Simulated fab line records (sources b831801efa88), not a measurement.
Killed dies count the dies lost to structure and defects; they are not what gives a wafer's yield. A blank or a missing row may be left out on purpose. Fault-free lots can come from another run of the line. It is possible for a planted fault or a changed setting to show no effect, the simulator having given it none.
8D (eight disciplines) problem report, filled in by code -- flow sky130 -- the parts of the form that need people (team, actions taken, sign-off) are left out

1. THE PROBLEM
Mean NWELL_RS at SKY_NWELL_RS_MEAS_29: 637.6 ohm/sq over 9 wafers in 3 lots; fault-free wafers: 624.2 ohm/sq, standard deviation 1.8. That is +7.5 standard deviations from the usual mean.
The step: measures by four-point-probe.
First observed at day 6 08:10: wafer L588.1, on filmMetro-03. The record has a number at this step for 39 wafers belonging to 13 lots. The rule behind "out" and "out of limits": a value lying over 4 standard deviations away from the usual mean. Any other wafer with a number is counted as sound.

2. WHAT IT IS, AND WHAT IT ISN'T
question,is,is not
which readings at this step,NWELL_RS,-
which lots,"L588, L590, L592","L584, L589, L598, L600, L602, L603, L604, L605, L606, L607"
which wafers of those lots,all that have a number,-
read on which gauges,filmMetro-03,"filmMetro-01, filmMetro-04"
when,from day 6 08:10,"up to then (3 sound wafers); but 27 sound wafers of L589, L598, L600, L602, L603, L604, L605, L606, L607 came after"

3. WHAT RULES OUT EACH SUSPECT
Counting: a tool at a process step up to the reading stays a suspect if it ran every lot that is out and no sound lot after the first of them.
- the gauge at SKY_NWELL_RS_MEAS_29 has been ruled out. All the wafers that are out were read on filmMetro-03, but those of them that SKY_NWELL_IMPLANT_13 has rows for are out there too, on other tools.
- implanter-01 at SKY_NWELL_IMPLANT_13: ruled out as a lasting fault. Sound lots L602, L603, L605 ran on it after its first lot that is out, L588 (day 5 13:52).
Left after counting: nothing in the record.

4. THE CAUSE (what the simulator had put in)
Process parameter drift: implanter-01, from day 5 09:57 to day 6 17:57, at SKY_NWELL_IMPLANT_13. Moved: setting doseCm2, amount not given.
Counting ruled it out, wrongly: the rule takes a fault to strike every lot that its tool runs from its start on, and this one did not.

5. THE CHAIN OF EFFECTS, in route order
One row per reading whose mean, taken over the struck wafers that have a number, lies over 3 standard deviations from the usual. Readings are gone through only where the record gives a usual standard deviation; hours: the median, over the lots, of the time from a lot's start at the first step in this table giving one to that lot's start at this step; sigmas: the change measured in usual standard deviations.
hours,step,reading,usual,on struck wafers,change,sigmas
0,SKY_NWELL_IMPLANT_13,doseIonsCm2,6.998e+11,3.249e+11,-3.749e+11,-99 or more
0,SKY_NWELL_IMPLANT_13,faradayCurrentUA,3.95,1.83,-2.12,-29
19,SKY_NWELL_RS_MEAS_29,NWELL_RS,624.2 ohm/sq,637.6,+13.4,+7.5
The process steps in it:
- SKY_NWELL_IMPLANT_13
At these later measuring or inspecting steps, every struck wafer for which the step has a row has a number for every such reading, and none has moved that far: SKY_VT_ADJUST_HVTP_OVL_MEAS_08.

6. HOW IT WOULD HAVE BEEN CAUGHT EARLIER
22 hours passed between the start of the fault at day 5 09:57 and the first reading out of limits at a measuring or inspecting step in this record, taken at day 6 08:10.
At SKY_NWELL_IMPLANT_13, the tool's own readings (doseIonsCm2, faradayCurrentUA) were out on each struck wafer the step has a row for, so an alarm limit on them would have fired on the first such wafer.
